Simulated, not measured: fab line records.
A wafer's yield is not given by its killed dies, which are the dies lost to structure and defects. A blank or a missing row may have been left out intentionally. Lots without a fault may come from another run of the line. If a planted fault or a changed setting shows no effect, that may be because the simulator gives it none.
A single fault, viewed from 2 desks -- flow gf180mcu -- each desk has only its own numbers; what lay behind them comes last

AT THE TOOL OWNER'S DESK: rieDiel-04
The tool's own readings at GF_POLY_GATE_ETCH_12 (etches BARC in N2/H2): means of the sampled wafers that have a number, for each lot that ran on this tool. The brackets show how far a lot's mean lies from the usual mean; more than 4 standard deviations puts the lot out of limits, marked OUT.
Columns: A = chamberPressureMTorr at GF_POLY_GATE_ETCH_12, usual 30.000 mTorr; B = drypumpMotorCurrentA at GF_POLY_GATE_ETCH_12, usual 5.9 A; C = oesProductAu at GF_POLY_GATE_ETCH_12, usual 0.735 a.u.; D = rfFwdPowerW at GF_POLY_GATE_ETCH_12, usual 496.6 W; E = throttleValvePct at GF_POLY_GATE_ETCH_12, usual 13.214 %
lot,first seen here,A,B,C,D,E
L962,day 9 05:17,30.018,5.8,0.737,497.9,13.214
L966,day 10 07:23,30.006,5.9,0.731,494.8,13.209
L968,day 11 00:11,30.012,6.1,0.737,499.0,13.210
L980,day 14 11:53,30.011,5.2,0.734,471.5 (-15) OUT,13.221
L981,day 15 02:29,29.969,5.5,0.733,472.6 (-14) OUT,13.210
Finding of this desk: L980, L981 out of limits; the first was L980 at day 14 11:53, on rfFwdPowerW at GF_POLY_GATE_ETCH_12. L962, L966, L968: within limits.

THE METROLOGY DESK
What the gauges read for every lot (on any tool): the sampled wafers with a number, averaged. The brackets show how far a lot's mean lies from the usual mean; more than 4 standard deviations puts the lot out of limits, marked OUT.
Columns: A = V4_CVD_00_THK at GF_V4_THK_MEAS_01, usual 603 nm; B = V4_CVD_02_THK at GF_V4_THK_MEAS_03, usual 852 nm
lot,first seen here,A,B
L962,day 23 03:52,597,849
L964,day 23 17:23,601,860
L965,day 24 10:53,604,851
L966,day 24 15:29,607,847
L967,day 25 05:14,596,842
L968,day 25 16:58,608,847
L969,day 26 03:01,603,853
L972,day 27 10:19,598,860
L976,day 28 15:34,607,846
L980,day 29 04:43,599,858
L981,day 29 22:22,607,846
L983,day 29 23:05,607,853
L984,day 30 04:26,607,845
This desk's finding: nothing out of limits on any of the 13 lots.

TAKEN TOGETHER
The tool owner's desk had the chance to raise an alarm at day 14 11:53 on L980, L981.
Nothing out of limits was seen by the metrology desk.
The metrology desk holds a record of L980, L981, inside its limits.
Every lot named ran GF_POLY_GATE_ETCH_12 on rieDiel-04.

WHAT THE SIMULATOR PUT IN
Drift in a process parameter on rieDiel-04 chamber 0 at GF_POLY_GATE_ETCH_12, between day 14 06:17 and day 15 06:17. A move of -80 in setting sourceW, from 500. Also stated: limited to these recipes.
Lots struck among those shown: L980, L981.
How many hours passed from the start of the fault until each desk's first out-of-limits reading: the tool owner's desk, 6.
